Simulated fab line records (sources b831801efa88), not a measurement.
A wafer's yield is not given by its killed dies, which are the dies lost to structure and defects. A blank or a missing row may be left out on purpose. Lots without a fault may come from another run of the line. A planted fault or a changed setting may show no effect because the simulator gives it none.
Problem report in the 8D (eight disciplines) form, filled by code	flow gf180mcu	the parts of the form that need people (team, actions taken, sign-off) are left out

== 1. WHAT IS WRONG ==
VT_IMPLANT_4_TW at GF_VT_IMPLANT_TW_MEAS_43 reads a mean of 657 on 6 wafers of 2 lots; wafers without a fault read 691 with a standard deviation of 6.8. That is -5.0 standard deviations from the usual mean.
Earliest sighting: wafer L317.2 on film metro-03 at day 9 19:48. Wafers with a number at this step in the record: 39, from 13 lots. Rule for "out" (also "out of limits"): further than 4 standard deviations from the usual mean. The rest of the wafers with a number are treated as sound.

== 2. WHAT IT IS, WHAT IT ISN'T ==
question	is	is not
which readings at this step	VT_IMPLANT_4_TW	-
which lots	L317, L319	L310, L311, L312, L316, L318, L326, L327, L328, L329, L330, L332
which wafers of those lots	all that have a number	-
read on which gauges	film metro-03	film metro-01, film metro-02
when	from day 9 19:48	up to then (12 sound wafers); but 21 sound wafers of L318, L326, L327, L328, L329, L330, L332 came after

== 3. THE SUSPECTS, EACH WITH WHAT RULES IT OUT ==
Counting: a tool at a process step up to the reading stays a suspect if it ran every lot that is out and no sound lot after the first of them.
- ruled out: the gauge at GF_VT_IMPLANT_TW_MEAS_43. All the wafers that are out were read on film metro-03, but those of them that GF_VT_IMPLANT_IMPLANT_41 has rows for are out there too, on other tools.
- implanter-03 at GF_VT_IMPLANT_IMPLANT_41: ruled out as a lasting fault. The sound lots L329 went through it after L317, its earliest lot that is out (day 9 19:34).
Left after counting: nothing in the record.

== 4. THE CAUSE (what the simulator had put in) ==
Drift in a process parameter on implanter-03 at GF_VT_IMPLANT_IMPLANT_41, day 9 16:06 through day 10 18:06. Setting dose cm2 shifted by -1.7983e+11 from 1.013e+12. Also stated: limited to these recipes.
Counting ruled it out, wrongly: the rule takes a fault to strike every lot that its tool runs from its start on, and this one did not.

== 5. SEQUENCE OF EFFECTS, ordered by route ==
Each row: a reading where the mean over the struck wafers with a number is more than 3 standard deviations away from the usual. Only readings whose record carries a usual standard deviation are examined. hours: median over the lots of the time between each lot's start at the first step of this table that gives one and its start at this step. sigmas: the change, counted in usual standard deviations.
hours	step	reading	usual	on struck wafers	change	sigmas
0	GF_VT_IMPLANT_IMPLANT_41	dose ions cm2	1.0128e+12	8.3330e+11	-1.7950e+11	-99 or more
0	GF_VT_IMPLANT_IMPLANT_41	faraday current uA	5.70	4.66	-1.04	-9.5
0	GF_VT_IMPLANT_TW_MEAS_43	VT_IMPLANT_4_TW	691	657	-34	-5.0
Here are the process steps it includes:
- GF_VT_IMPLANT_IMPLANT_41
Later steps that measure or inspect, where all struck wafers having a row at the step show a number for every such reading and not one has moved that far: GF_V2_BOW_MEAS_05.

== 6. HOW IT WOULD HAVE BEEN CAUGHT EARLIER ==
Counted from the fault's start at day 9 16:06, it took 4 hours until the first out-of-limits reading at a measuring or inspecting step in this record, taken at day 9 19:48.
At GF_VT_IMPLANT_IMPLANT_41, the tool's own readings (dose ions cm2, faraday current uA) were out on each struck wafer the step has a row for, so an alarm limit on them would have fired on the first such wafer.
